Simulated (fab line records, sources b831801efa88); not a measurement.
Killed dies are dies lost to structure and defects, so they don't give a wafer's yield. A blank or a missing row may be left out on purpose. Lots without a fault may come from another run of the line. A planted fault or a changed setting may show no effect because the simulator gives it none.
Which tool did it? | flow sky130 | 6 lots, 18 wafers sampled, at 3 steps of a route of 708

WHAT THE GAUGES READ, wafer by wafer
SKY_LOCAL_INTERCONNECT_CD_MEAS_11: target cd 170 nm.
lot  | measured     | on        | cd_nm (nm)
L925 | day 31 03:08 | cd_sem-02 | 169.9 168.9 169.5
L929 | day 32 18:55 | cd_sem-01 | 169.7 169.1 168.2
L931 | day 32 21:57 | cd_sem-02 | 167.5 166.9 167.1
L935 | day 34 04:43 | cd_sem-02 | 169.7 170.2 170.0
L941 | day 36 18:36 | cd_sem-01 | 170.5 170.5 170.2
L946 | day 37 13:32 | cd_sem-02 | 113.7 168.9 112.1

WHICH TOOL RAN EACH LOT (tool, then ch and the chambers of the sampled wafers, then the start)
lot  | SKY_LI_CONTACT_CMP_24         | SKY_LOCAL_INTERCONNECT_EXPOSE_08
L925 | cmp-01 ch 2,3, day 29 22:14   | krf_scanner-02 ch 0, day 30 12:46
L929 | cmp-01 ch 1,2,3, day 31 14:49 | krf_scanner-02 ch 0, day 32 05:02
L931 | cmp-02 ch 0,1,2, day 31 18:10 | krf_scanner-02 ch 0, day 32 08:50
L935 | cmp-02 ch 0,2, day 33 01:41   | krf_scanner-01 ch 0, day 33 15:57
L941 | cmp-02 ch 1,2,3, day 35 15:56 | krf_scanner-02 ch 0, day 36 05:47
L946 | cmp-02 ch 0,1,3, day 36 10:34 | krf_scanner-02 ch 0, day 37 00:33
- SKY_LI_CONTACT_CMP_24: polishes, stops on PSG, t overpolish 20 s, target thk 0 nm.
- SKY_LOCAL_INTERCONNECT_EXPOSE_08: exposes mask LI1M, target cd 170 nm.

THE ANSWER, worked out from the rows above alone
Rule: what is usual is taken from the lots themselves. Put in order of their means at a reading, lots are off if they are a third of the lots or fewer, leave a main group of 4 or more, and stand apart from it by a gap of 3 or more times the standard deviation of the main group's means; of several such gaps the widest counts. A main group whose means are all the same, to the digits that the tables above print for the reading, isn't used. A lot without any number at a reading at which 4 lots or more have one is off too. The other lots that the step has rows for count as sound.
Off: L946, at SKY_LOCAL_INTERCONNECT_CD_MEAS_11 (cd_nm). The main group: mean 169.2 nm, standard deviation 1.1.
A tool fits if, at a process step before that reading, it ran every lot that is off, and no sound lot after the first of them. The gauges at SKY_LOCAL_INTERCONNECT_CD_MEAS_11 are tried like those tools. Can't be told from this: 3 tools fit, cmp-02 at SKY_LI_CONTACT_CMP_24, krf_scanner-02 at SKY_LOCAL_INTERCONNECT_EXPOSE_08, cd_sem-02 at SKY_LOCAL_INTERCONNECT_CD_MEAS_11.

WHAT THE SIMULATOR HAD PUT IN
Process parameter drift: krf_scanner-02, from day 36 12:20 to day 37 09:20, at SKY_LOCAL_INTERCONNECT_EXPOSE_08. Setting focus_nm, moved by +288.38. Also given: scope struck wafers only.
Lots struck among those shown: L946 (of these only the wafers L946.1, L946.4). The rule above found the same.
